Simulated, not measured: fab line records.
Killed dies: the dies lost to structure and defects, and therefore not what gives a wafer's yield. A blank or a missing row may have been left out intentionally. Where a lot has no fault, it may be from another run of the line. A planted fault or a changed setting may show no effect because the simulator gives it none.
A struck lot beside a sound one	flow sky130	14 out of 708 route steps
Sound: wafers L466.3, L466.4, L466.5. Wafers struck: L468.2, L468.3, L468.5. The cause comes at the end.
Order at every step that has rows: each side's tool, ch and its chambers, its first start. Under that, the readings that differ: sound wafers	struck wafers	difference of the means	sigmas: that difference in standard deviations of wafers without a fault.
alike: words and numbers the same on both sides, and readings whose means are apart by under 2 such deviations; not compared: readings that were withheld, readings missing a value for some wafer, numbers with overlapping values and no deviation given by the record, and bounds like >300 which may hide the same value.
A row with sigmas, a row that says differs or no value, or rows on one side alone: a step with any of these is where the two part. Non-overlapping numbers with no deviation appear without sigmas and do not part them. A reading missing from all wafers of one side parts the sides only when that side holds two or more wafers.

first, 1 step without rows for these wafers: SKY_SONOS_TUNNEL_DEVELOP_06 (develop time 60 s).
SKY_SONOS_TUNNEL_CD_MEAS_07: the cd target is 410 nm.
  sound on cd sem-02 at day 13 21:35; struck on cd sem-02 at day 14 15:59
  alike: cd nm
SKY_SONOS_TUNNEL_OVL_MEAS_08:
  sound on overlay-01 at day 13 21:40; struck on overlay-02 at day 14 16:06
  alike: SONOS_TUNNEL_OVL
then, 3 steps without rows for these wafers: SKY_SONOS_TUNNEL_IMPLANT_09; SKY_SONOS_TUNNEL_WET_ETCH_10 (etches SiO2 in dHF, target depth 14 nm, time 280 s); SKY_SONOS_TUNNEL_STRIP_11 (strips in SPM, time 600 s).
SKY_SONOS_TUNNEL_TW_MEAS_12:
  sound on film metro-04 at day 13 22:08; struck on film metro-04 at day 14 16:33
  alike: SONOS_TUNNEL_TW
then, 2 steps without rows for these wafers: SKY_SONOS_TUNNEL_CLEAN_13 (cleans in dHF, time 20 s); SKY_SONOS_ONO_OXIDATION_00 (stabilise 600 s, purge 300 s, target thk 2.6 nm).
SKY_SONOS_ONO_THK_MEAS_01:
  sound on film metro-03 at day 14 01:09; struck on film metro-03 at day 14 17:58
  alike: SONOS_ONO_OXIDATION_THK
then, 1 step without rows for these wafers: SKY_SONOS_ONO_CVD_02 (deposits Si3N4 from DCS/NH3, target thk 10.5 nm, time 180 s).
SKY_SONOS_ONO_THK_MEAS_03:
  sound on film metro-02 at day 14 04:08; struck on film metro-04 at day 14 19:37
reading	sound	struck	difference	sigmas
SONOS_ONO_CVD_02_THK (nm)	10.78 10.78 10.81	10.38 10.36 10.35	-0.43	-3
SKY_SONOS_ONO_CVD_04: deposits SiO2 from SiH4/N2O, target thk 5.7199 nm.
  sound on lpcvd-03 ch 1, day 14 04:11; struck on lpcvd-03 ch 0, day 14 19:40
  no value came back on the struck wafers for pressure mtorr (mTorr), spike tc bottom C (C); on the sound wafers pressure mtorr (mTorr) reads 400.4 400.5 400.0
SKY_PAD_OPEN_PROBE_99:
  rows exist in the record for the sound wafers here (prober-02, day 47 22:37), none for the struck ones

WHERE THEY PART
At SKY_SONOS_ONO_THK_MEAS_03 first; at SKY_PAD_OPEN_PROBE_99 last (within this record only).

WHY: whatever the simulator had introduced
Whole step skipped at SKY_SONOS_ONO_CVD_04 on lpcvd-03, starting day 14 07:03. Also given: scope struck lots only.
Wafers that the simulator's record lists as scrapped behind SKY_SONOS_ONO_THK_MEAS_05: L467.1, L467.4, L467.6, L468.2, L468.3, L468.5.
